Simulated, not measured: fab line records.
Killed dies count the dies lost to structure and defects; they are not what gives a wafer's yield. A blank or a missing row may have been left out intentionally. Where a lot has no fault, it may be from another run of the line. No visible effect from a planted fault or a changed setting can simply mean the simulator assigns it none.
Problem report in the 8D (eight disciplines) form, filled by code    flow gf180mcu    the parts of the form that need people (team, actions taken, sign-off) are left out

1. WHAT IS WRONG
Wafers without a fault read 0.41 %, standard deviation 0.28; sort_bin_3_pad_short at GF_PASSIVATION_PROBE_99 reads a mean of 3.76 % on 2 wafers belonging to 2 lots. That is +12 standard deviations from the usual mean.
First seen on wafer L815.6, day 33 05:59, on prober-01. The record has a number at this step for 39 wafers belonging to 13 lots. The rule behind "out" and "out of limits": a value lying over 4 standard deviations away from the usual mean. The rest of the wafers with a number are treated as sound.

2. WHAT IT IS, WHAT IT ISN'T
question                     is                                                                                                                             is not
which readings at this step  sort_bin_3_pad_short, defect_limited_yield, killed_at_M0_to_M3, killed_dies, sort_bin_5_function, sort_n_pass, sort_yield_pct  killed_open, killed_short, sort_bin_6_memory
which lots                   L815, L818                                                                                                                     L800, L801, L802, L803, L804, L805, L808, L812, L813, L820, L823
which wafers of those lots   L815.6, L818.1                                                                                                                 L815.3, L815.5, L818.3, L818.5
read on which tools          prober-01, prober-02                                                                                                           -
when                         from day 33 05:59                                                                                                              up to then (29 sound wafers); but 8 sound wafers of L818, L820, L823 came after

3. WHAT RULES OUT EACH SUSPECT
Counting: if a tool at a process step up to the reading ran every lot that is out, it stays a suspect. Sound lots after the first of them don't rule it out here, since some wafers of a struck lot are sound.
- pvd_sputter-02 at GF_M2_SPUTTER_00 (material Ti, target thk 37.5 nm, time 150 s): kept. It processed each lot that is out (first: L815, day 23 17:41); up to then, its last sound lot is L802 (day 19 18:24).
- cmp-02 at GF_V5_CMP_04 (polishes SiO2): kept. It processed each lot that is out (first: L815, day 30 22:35); up to then, its last sound lot is L813 (day 30 10:47).
Left after counting: pvd_sputter-02 at GF_M2_SPUTTER_00, cmp-02 at GF_V5_CMP_04.

4. THE CAUSE (what the simulator had put in)
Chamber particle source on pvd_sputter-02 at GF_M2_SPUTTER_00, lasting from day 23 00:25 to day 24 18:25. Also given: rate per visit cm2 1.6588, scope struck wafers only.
After counting, 2 suspects remain, this tool included.

5. THE EFFECT CHAIN, in route order
Rows list readings where the struck wafers' mean (over those with a number) sits beyond 3 standard deviations from the usual. Scope: only readings with a usual standard deviation given in the record; hours: median across lots of the time from each lot's start at the first step in this table that gives one to its start at this step; sigmas: change in usual standard deviations.
hours  step                     reading               usual   on struck wafers  change  sigmas
0      GF_PASSIVATION_PROBE_99  defect_limited_yield  90.4 %  78.0              -12.4   -9.5
0      GF_PASSIVATION_PROBE_99  killed_at_M0_to_M3    21      78                +58     +12
0      GF_PASSIVATION_PROBE_99  killed_dies           47      108               +61     +9.2
0      GF_PASSIVATION_PROBE_99  killed_on_rim         9.2     19.5              +10.3   +3.4
0      GF_PASSIVATION_PROBE_99  sort_bin_3_pad_short  0.41 %  3.76              +3.35   +12
0      GF_PASSIVATION_PROBE_99  sort_bin_5_function   5.6 %   13.6              +8.0    +8.0
0      GF_PASSIVATION_PROBE_99  sort_n_pass           445     384               -61     -9.4
0      GF_PASSIVATION_PROBE_99  sort_yield_pct        90.4 %  78.0              -12.4   -9.5
Process steps it contains:
- GF_PASSIVATION_PROBE_99

6. WHAT WOULD HAVE CAUGHT IT SOONER
In this record no reading fell out of limits until day 33 05:59, 246 hours after the fault had begun at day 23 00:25.
Of the tool readings at GF_M2_SPUTTER_00 for which the record gives a usual standard deviation, none was out on any struck wafer, so an alarm limit of 4 standard deviations on them would not have fired.
All the lots that are out (2) had begun GF_M2_SPUTTER_00 on pvd_sputter-02 by day 33 05:59. Tool hold at that time: it would have spared none of them.
